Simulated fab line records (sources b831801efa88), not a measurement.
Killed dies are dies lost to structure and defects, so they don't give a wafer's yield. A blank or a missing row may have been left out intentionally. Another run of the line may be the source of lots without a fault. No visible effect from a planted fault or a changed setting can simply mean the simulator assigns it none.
Struck lot and sound lot, side by side | flow sky130 | 18 out of 708 route steps
Sound: these wafers, L486.2, L486.3, L486.4. Struck: wafers L492.1, L492.3, L492.5. The cause is given at the end.
Per side, at each step with rows, come the tool, then ch with its chambers, and then its first start. Under that, the readings that differ: sound wafers | struck wafers | difference of the means | sigmas: that difference in standard deviations of wafers without a fault.
alike: words and numbers the same on both sides, and readings whose means are apart by under 2 such deviations; not compared: readings that were withheld, readings missing a value for some wafer, numbers with overlapping values and no deviation given by the record, and bounds like >300 which may hide the same value.
The two part at a step that has a row with sigmas, a row that says differs or no value, or rows on one side only. Numbers that don't overlap but have no deviation are shown without sigmas and don't part them. Lack of a reading on every wafer of one side parts them only where that side has two or more wafers.

first, 2 steps without rows for these wafers: SKY_GATE_OXIDE_CLEAN_00 (cleans in SC1/SC2, time 150 s); SKY_GATE_OXIDE_OXIDATION_01 (stabilise 600 s, purge 300 s, target thk 10.268 nm).
SKY_GATE_OXIDE_THK_MEAS_02:
  sound: film metro-02 at day 15 10:08; struck: film metro-02 at day 17 05:32
  alike: GATE_OXIDE_OXIDATION_00_THK
then, 7 steps without rows for these wafers: SKY_GATE_OXIDE_DEHYDRATE_03 (time 60 s); SKY_GATE_OXIDE_HMDS_04 (prime time 60 s); SKY_GATE_OXIDE_COAT_05 (resist thk 1140 nm); SKY_GATE_OXIDE_SOFTBAKE_06 (time 60 s); SKY_GATE_OXIDE_EXPOSE_07 (exposes mask LVOM, target cd 600 nm); SKY_GATE_OXIDE_PEB_08; SKY_GATE_OXIDE_DEVELOP_09 (develop time 60 s).
SKY_GATE_OXIDE_OVL_MEAS_10:
  sound: overlay-02 at day 16 13:29; struck: overlay-01 at day 18 11:07
  alike: GATE_OXIDE_OVL
then, 1 step without rows for these wafers: SKY_GATE_OXIDE_IMPLANT_11.
SKY_GATE_OXIDE_WET_ETCH_12: etches SiO2 in dHF, target depth 16.8 nm, time 336 s.
  sound on wet bench-03 ch 3, day 16 13:40; struck on wet bench-03 ch 2, day 18 11:18
  no value came back on the struck wafers for bath heat duty pct (%), run length s (s); on the sound wafers bath heat duty pct (%) reads 6.1 6.4 5.5
  reading                                    | sound             | struck          | difference | sigmas
  model.SiO2_of_FIELD_ISO_CVD_24.thk nm (nm) | 364.1 364.4 361.9 | 381 384.1 385.2 | +20        |
SKY_GATE_OXIDE_STRIP_13: strips in O2/N2.
  sound on plasma asher-02 ch 0,1, day 16 13:46; struck on plasma asher-01 ch 1, day 18 11:24
  alike: drypump motor current A, oes product au, strip time to endpoint s
  not compared: rf hours counter h
SKY_GATE_OXIDE_TW_MEAS_14:
  sound: film metro-02 at day 16 13:53; struck: film metro-02 at day 18 11:30
  alike: GATE_OXIDE_TW
SKY_GATE_OXIDE_CLEAN_15: cleans in SC1/SC2, time 150 s.
  sound on wet bench-02 ch 1, day 16 13:56; struck on wet bench-02 ch 0, day 18 11:34
  reading                                    | sound             | struck            | difference | sigmas
  model.SiO2_of_FIELD_ISO_CVD_24.thk nm (nm) | 363.4 363.8 361.2 | 380.3 383.4 384.5 | +19.9      |
then, 1 step without rows for these wafers: SKY_GATE_OXIDE_OXIDATION_16 (stabilise 600 s, purge 300 s, target thk 3.57 nm).
-- record jumps: 31 days separate the struck wafers' starts on either side; left off in module GATE_OXIDE, taken up again in module PAD_OPEN, whose first shown step is the route's number 708 --
SKY_PAD_OPEN_PROBE_99:
  sound: prober-02 at day 48 04:15; struck: prober-02 at day 49 01:53
  reading             | sound    | struck      | difference | sigmas
  killed at front end | 13 28 17 | 416 418 422 | +399       | +85
  killed dies         | 75 91 85 | 492 492 492 | +408       | +41
  killed on rim       | 14 15 20 | 96 96 96    | +80        | +20
  alike: killed_at_M0_to_M3, killed_at_M4_up, killed at contacts, killed at other, killed open, killed short

== WHERE THEY PART ==
At SKY_GATE_OXIDE_WET_ETCH_12 first; at SKY_PAD_OPEN_PROBE_99 last (within this record only).

WHY: what had been put in by the simulator
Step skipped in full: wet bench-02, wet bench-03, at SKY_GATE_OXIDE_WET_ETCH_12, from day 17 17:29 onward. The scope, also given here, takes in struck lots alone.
